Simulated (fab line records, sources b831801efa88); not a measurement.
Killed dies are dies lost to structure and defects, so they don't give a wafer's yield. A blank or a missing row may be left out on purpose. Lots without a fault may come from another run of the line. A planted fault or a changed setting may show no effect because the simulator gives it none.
Problem report in the 8D (eight disciplines) form, filled by code | flow sky130 | the parts of the form that need people (team, actions taken, sign-off) are left out

1. THE PROBLEM
plate_temp_C at SKY_METAL3_SOFTBAKE_09 reads a mean of 98.77 C on 6 wafers of 2 lots; wafers without a fault read 99.99 C with a standard deviation of 0.11. That is -11 standard deviations from the usual mean.
The step: time 90 s.
First seen on wafer L749.1, day 42 07:00, on litho_track-01. The record holds 36 wafers of 12 lots with a number at this step. Rule for "out", or "out of limits": more than 4 standard deviations from the usual mean. The other wafers with a number count as sound.

2. WHAT IT IS AND WHAT IT IS NOT
question                    | is                                 | is not
which readings at this step | plate_temp_C, heater_power_total_W | -
which lots                  | L749, L751                         | L734, L736, L737, L738, L739, L740, L741, L746, L754, L757
which wafers of those lots  | all that have a number             | -
read on which tools         | litho_track-01                     | litho_track-03, litho_track-04
when                        | from day 42 07:00                  | up to then (24 sound wafers); but 6 sound wafers of L754, L757 came after

3. SUSPECTS, AND WHAT RULES EACH OUT
Counting: a tool at a process step up to the reading stays a suspect if it ran every lot that is out and no sound lot after the first of them.
- cmp-02 at SKY_VIA2_CMP_24 (polishes, stops on SiO2, t overpolish 20 s, target thk 0 nm): ruled out as a lasting fault. Sound lots L754 ran on it after its first lot that is out, L749 (day 40 17:58).
- litho_track-01 at SKY_METAL3_SOFTBAKE_09 (time 90 s): kept. It ran every lot that is out, first L749 (day 42 07:00), and no sound lot after that; its last sound lot up to then is L736 (day 38 21:00). Its own readings are out on those wafers: heater_power_total_W, plate_temp_C.
Left after counting: litho_track-01 at SKY_METAL3_SOFTBAKE_09.

4. THE CAUSE (what the simulator had put in)
Process parameter drift: litho_track-01, from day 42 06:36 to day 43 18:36, at SKY_METAL3_SOFTBAKE_09. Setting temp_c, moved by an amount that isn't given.
Counting left only this tool.

5. THE CHAIN OF EFFECTS, in route order
Each row: a reading whose mean over the struck wafers that have a number lies more than 3 standard deviations from the usual. Only readings for which the record gives a usual standard deviation are gone through. hours: the time from each lot's start at the first step in this table that gives one to its start at this step, as a median over the lots. sigmas: the change in usual standard deviations.
hours | step                   | reading              | usual   | on struck wafers | change | sigmas
0     | SKY_METAL3_SOFTBAKE_09 | heater_power_total_W | 57.35 W | 56.42            | -0.93  | -7.7
0     | SKY_METAL3_SOFTBAKE_09 | plate_temp_C         | 99.99 C | 98.77            | -1.22  | -11
The process steps in it:
- SKY_METAL3_SOFTBAKE_09: time 90 s.

6. WHAT WOULD HAVE CAUGHT IT SOONER
In this record the first reading out of limits was taken at day 42 07:00, 0 hours after the fault began at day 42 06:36.
